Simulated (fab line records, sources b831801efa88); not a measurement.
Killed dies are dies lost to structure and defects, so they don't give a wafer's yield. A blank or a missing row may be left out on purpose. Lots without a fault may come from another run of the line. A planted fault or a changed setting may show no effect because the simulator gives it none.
Which tool did it? | flow gf180mcu | 12 lots, 34 wafers sampled, at 5 steps of a route of 602

WHAT THE GAUGES READ, wafer by wafer
The record holds no reading of a measuring or inspecting step that can be judged against a usual standard deviation.

WHICH TOOL RAN EACH LOT (tool, then ch and the chambers of the sampled wafers, then the start)
lot  | GF_V3_CMP_26                  | GF_M5_ETCH_09                      | GF_V5_CMP_04                  | GF_V5_ETCH_17                                 | GF_V5_SPUTTER_22
L532 | cmp-02 ch 0,2,3, day 22 05:35 | rie_diel-03 ch 1,2, day 26 01:50   | cmp-02 ch 1,2, day 26 02:59   | rie_diel-03 ch 0,3, day 27 00:25 or earlier   | pvd_sputter-04, day 27 00:25
L533 | cmp-01 ch 0,3, day 22 16:16   | rie_diel-02 ch 0,1,2, day 26 12:59 | cmp-01 ch 1,2,3, day 26 14:00 | rie_diel-01 ch 1,2, day 27 11:12 or earlier   | pvd_sputter-04, day 27 11:12
L534 | cmp-01 ch 0,1,2, day 23 03:57 | rie_diel-02 ch 0,1,2, day 26 22:53 | cmp-01 ch 0,1,2, day 26 23:59 | rie_diel-01 ch 1,3, day 27 21:17 or earlier   | pvd_sputter-02, day 27 21:17
L535 | cmp-01 ch 0,3, day 23 08:04   | rie_diel-04 ch 0,1, day 27 01:34   | cmp-01 ch 2,3, day 27 02:35   | rie_diel-03 ch 1,2, day 28 00:03 or earlier   | pvd_sputter-04, day 28 00:03
L537 | cmp-02 ch 0,2,3, day 24 07:07 | rie_diel-02 ch 1,3, day 27 22:08   | cmp-02 ch 0,1,2, day 27 23:12 | rie_diel-03 ch 0,1,3, day 28 19:34 or earlier | pvd_sputter-02, day 28 19:34
L538 | cmp-01 ch 2,3, day 24 14:29   | rie_diel-04 ch 0,1, day 28 05:17   | cmp-01 ch 0,2,3, day 28 06:25 | rie_diel-02 ch 0,2, day 29 02:55 or earlier   | pvd_sputter-04, day 29 02:55
L539 | cmp-01 ch 0,2,3, day 24 19:12 | rie_diel-04 ch 0,1, day 28 08:31   | cmp-01 ch 0,2,3, day 28 09:32 | rie_diel-01 ch 1,2,3, day 29 05:28 or earlier | pvd_sputter-04, day 29 05:28
L544 | cmp-02 ch 1,3, day 26 10:50   | rie_diel-03 ch 1,3, day 29 21:46   | cmp-02 ch 0,1,3, day 29 22:45 | rie_diel-01 ch 2,3, day 30 18:16 or earlier   | pvd_sputter-03, day 30 18:16
L547 | cmp-01 ch 1,2, day 27 16:41   | rie_diel-04 ch 1,2, day 31 01:04   | cmp-02 ch 1,2, day 31 02:07   | rie_diel-01 ch 0,3, day 31 20:14 or earlier   | pvd_sputter-04, day 31 20:14
L548 | cmp-01 ch 1,2, day 27 18:25   | rie_diel-02 ch 0,3, day 31 01:20   | cmp-02 ch 0,1, day 31 02:19   | rie_diel-03 ch 0,1, day 31 20:55 or earlier   | pvd_sputter-03, day 31 20:55
L551 | cmp-02 ch 1,2, day 29 02:46   | rie_diel-04 ch 0,1,3, day 32 06:20 | cmp-01 ch 2,3, day 32 07:29   | rie_diel-02 ch 1,2, day 33 00:49 or earlier   | pvd_sputter-02, day 33 00:49
L552 | cmp-02 ch 0,2,3, day 29 04:48 | rie_diel-03 ch 0,3, day 32 07:53   | cmp-01 ch 0,1,3, day 32 08:58 | rie_diel-01 ch 1,2,3, day 33 02:07 or earlier | pvd_sputter-04, day 33 02:07
- GF_V3_CMP_26: polishes, stops on SiO2, t overpolish 15 s, target thk 0 nm.
- GF_M5_ETCH_09: etches Si3N4 in CF4/O2, target depth 52 nm, time 11.6 s.
- GF_V5_CMP_04: polishes SiO2.
- GF_V5_ETCH_17: etches SiO2 in C4F8/O2/Ar, stops on TiN, target depth 855 nm.
- GF_V5_SPUTTER_22: material TiN, target thk 10 nm, time 40 s.

WHAT THE TOOLS THEMSELVES READ (means of the sampled wafers that have a number; where no wafer has one, the mark that the record gives instead)
GF_V3_CMP_26.
lot  | tool   | motor_current_A (A) | overpolish_run_s (s) | platen_rpm (rpm) | time_to_endpoint_s (s)
L532 | cmp-02 | 10.5                | 15.000               | 59.96            | 84
L533 | cmp-01 | 11.2                | 15.006               | 60.01            | 79
L534 | cmp-01 | 10.9                | 14.995               | 60.01            | 82
L535 | cmp-01 | 11.0                | 14.998               | 60.02            | 83
L537 | cmp-02 | 10.6                | 14.996               | 60.03            | 83
L538 | cmp-01 | 12.1                | 15.000               | 60.04            | 86
L539 | cmp-01 | 11.6                | 15.000               | 60.02            | 87
L544 | cmp-02 | 9.7                 | 14.987               | 59.99            | 86
L547 | cmp-01 | 11.1                | 14.998               | 59.98            | 85
L548 | cmp-01 | 11.3                | 14.998               | 60.01            | 85
L551 | cmp-02 | 9.2                 | 15.008               | 60.00            | 82
L552 | cmp-02 | 10.7                | 15.007               | 60.01            | 88

GF_M5_ETCH_09.
lot  | tool        | drypump_motor_current_A (A) | oes_product_au (a.u.) | throttle_valve_pct (%)
L532 | rie_diel-03 | 6.1                         | 0.996                 | 5.973
L533 | rie_diel-02 | 5.9                         | 1.005                 | 5.986
L534 | rie_diel-02 | 5.9                         | 1.001                 | 5.966
L535 | rie_diel-04 | 5.5                         | 1.001                 | 5.971
L537 | rie_diel-02 | 5.7                         | 0.992                 | 5.960
L538 | rie_diel-04 | 5.5                         | 0.995                 | 5.969
L539 | rie_diel-04 | 5.5                         | 1.003                 | 5.967
L544 | rie_diel-03 | 5.7                         | 0.996                 | 5.965
L547 | rie_diel-04 | 5.9                         | 1.002                 | 5.969
L548 | rie_diel-02 | 5.8                         | 1.005                 | 5.982
L551 | rie_diel-04 | 5.8                         | 0.997                 | 5.970
L552 | rie_diel-03 | 5.7                         | 0.988                 | 5.963

GF_V5_CMP_04.
lot  | tool   | motor_current_A (A) | platen_rpm (rpm)
L532 | cmp-02 | 9.5                 | 59.99
L533 | cmp-01 | 13.0                | 60.01
L534 | cmp-01 | 11.9                | 60.01
L535 | cmp-01 | 13.6                | 60.00
L537 | cmp-02 | 10.6                | 60.01
L538 | cmp-01 | 12.2                | 59.97
L539 | cmp-01 | 12.8                | 59.99
L544 | cmp-02 | 10.7                | 60.01
L547 | cmp-02 | 10.2                | 60.02
L548 | cmp-02 | 10.8                | 60.00
L551 | cmp-01 | 13.5                | 60.02
L552 | cmp-01 | 12.3                | 59.98

GF_V5_ETCH_17.
lot  | tool        | oes_product_au (a.u.)
L532 | rie_diel-03 | 0.860
L533 | rie_diel-01 | 0.862
L534 | rie_diel-01 | 0.861
L535 | rie_diel-03 | 0.855
L537 | rie_diel-03 | 0.858
L538 | rie_diel-02 | 0.865
L539 | rie_diel-01 | 0.861
L544 | rie_diel-01 | 0.877
L547 | rie_diel-01 | 0.909
L548 | rie_diel-03 | 0.881
L551 | rie_diel-02 | 0.864
L552 | rie_diel-01 | 0.860

GF_V5_SPUTTER_22.
lot  | tool           | throttle_valve_pct (%)
L532 | pvd_sputter-04 | 30.0
L533 | pvd_sputter-04 | 29.3
L534 | pvd_sputter-02 | 29.4
L535 | pvd_sputter-04 | 29.4
L537 | pvd_sputter-02 | 30.4
L538 | pvd_sputter-04 | 29.3
L539 | pvd_sputter-04 | 30.2
L544 | pvd_sputter-03 | 29.2
L547 | pvd_sputter-04 | 30.4
L548 | pvd_sputter-03 | 30.3
L551 | pvd_sputter-02 | 29.1
L552 | pvd_sputter-04 | 30.1

THE ANSWER, worked out from the rows above alone
Rule: what is usual is taken from the lots themselves. Put in order of their means at a reading, lots are off if they are a third of the lots or fewer, leave a main group of 4 or more, and stand apart from it by a gap of 3 or more times the standard deviation of the main group's means; of several such gaps the widest counts. A main group whose means are all the same, to the digits that the tables above print for the reading, isn't used. A lot without any number at a reading at which 4 lots or more have one is off too. The other lots that the step has rows for count as sound. The gauges are gone through in route order, then the tools' own readings, and for those a lot's mean is taken as printed above. The first step at which some lot is off is used, and at that step the reading that is off furthest; a lot without a number counts as furthest.
Off: L544, L547, L548, at GF_V5_ETCH_17 (oes_product_au). The main group: mean 0.861 a.u., standard deviation 0.0028.
A tool fits if, at that step or a process step before it, it ran every lot that is off, and no sound lot after the first of them. GF_V5_ETCH_17 gives no start for some lots, so the hours and the order of its lots are those of GF_V5_SPUTTER_22. One fits: cmp-02 at GF_V5_CMP_04. Its last sound lot is L537 (day 27 23:12), its first lot that is off L544 (day 29 22:45): a fault that began between those two fits.

WHAT THE SIMULATOR HAD PUT IN
Process parameter drift: cmp-02, from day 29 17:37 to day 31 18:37, at GF_V5_CMP_04. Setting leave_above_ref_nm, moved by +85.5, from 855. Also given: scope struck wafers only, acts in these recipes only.
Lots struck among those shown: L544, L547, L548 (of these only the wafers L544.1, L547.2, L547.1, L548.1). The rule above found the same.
